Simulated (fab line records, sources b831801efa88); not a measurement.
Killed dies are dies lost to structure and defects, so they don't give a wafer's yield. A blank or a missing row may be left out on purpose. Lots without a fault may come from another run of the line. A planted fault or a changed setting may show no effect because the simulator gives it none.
One fault seen from 2 desks | flow sfq_line | each desk has only its own numbers; what lay behind them comes last

THE TOOL OWNER'S DESK: pvd_sputter-05
The tool's own readings at SFQ_TRILAYER_M1_DEP_SPUTTER_037 (material Nb, target thk 200 nm, time 133.3 s): means of the sampled wafers that have a number, for each lot that ran on this tool. A lot is out of limits, marked OUT, if its mean lies more than 4 standard deviations from the usual mean; the brackets give that distance.
Columns: A = throttle_valve_pct at SFQ_TRILAYER_M1_DEP_SPUTTER_037, usual 29.9 %
lot  | first seen here | A
L887 | day 19 13:11    | 30.3
L890 | day 20 19:35    | 30.3
L896 | day 22 17:05    | 29.7
L903 | day 26 14:28    | 30.5
L906 | day 27 06:03    | 30.8
This desk's finding: nothing out of limits on any of the 5 lots.

THE METROLOGY DESK
What the gauges read, lot by lot, whatever tool the lot ran on: means of the sampled wafers that have a number. A lot is out of limits, marked OUT, if its mean lies more than 4 standard deviations from the usual mean; the brackets give that distance.
Columns: A = M1_NB_RS at SFQ_M1_RS_MEAS_909, usual 0.895 ohm/sq; B = M4_OVL at SFQ_M4_OVL_MEAS_926, usual -2 nm
lot  | first seen here | A                | B
L884 | day 18 01:35    | 0.894            | 0
L885 | day 18 18:07    | 0.890            | -7
L886 | day 19 03:41    | 0.912            | -0
L887 | day 19 13:17    | 0.903            | 1
L888 | day 20 02:55    | 0.882            | -2
L889 | day 20 12:29    | 0.887            | 5
L890 | day 20 19:41    | 0.901            | 2
L896 | day 22 17:10    | 0.964 (+7.3) OUT | -2
L901 | day 25 18:22    | 0.877            | 8
L903 | day 26 14:34    | 0.901            | 4
L905 | day 26 22:56    | 0.907            | -5
L906 | day 27 06:10    | 0.901            | -12
L907 | day 27 10:59    | 0.895            | 3
This desk's finding: out of limits on L896; first on L896, day 22 17:10 (M1_NB_RS at SFQ_M1_RS_MEAS_909). In limits: L884, L885, L886, L887, L888, L889, L890, L901, L903, L905, L906, L907.

PUT TOGETHER
The metrology desk could have raised an alarm at day 22 17:10, on L896.
The tool owner's desk saw nothing out of limits.
The tool owner's desk has L896 on record, within its limits.
Of the lots named, all ran SFQ_TRILAYER_M1_DEP_SPUTTER_037 on pvd_sputter-05.

WHAT THE SIMULATOR HAD PUT IN
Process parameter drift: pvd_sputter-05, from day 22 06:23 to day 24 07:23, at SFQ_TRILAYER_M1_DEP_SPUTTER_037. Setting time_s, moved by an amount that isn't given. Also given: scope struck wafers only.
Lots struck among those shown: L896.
Hours from the fault's start to each desk's first reading out of limits: the metrology desk, 11.
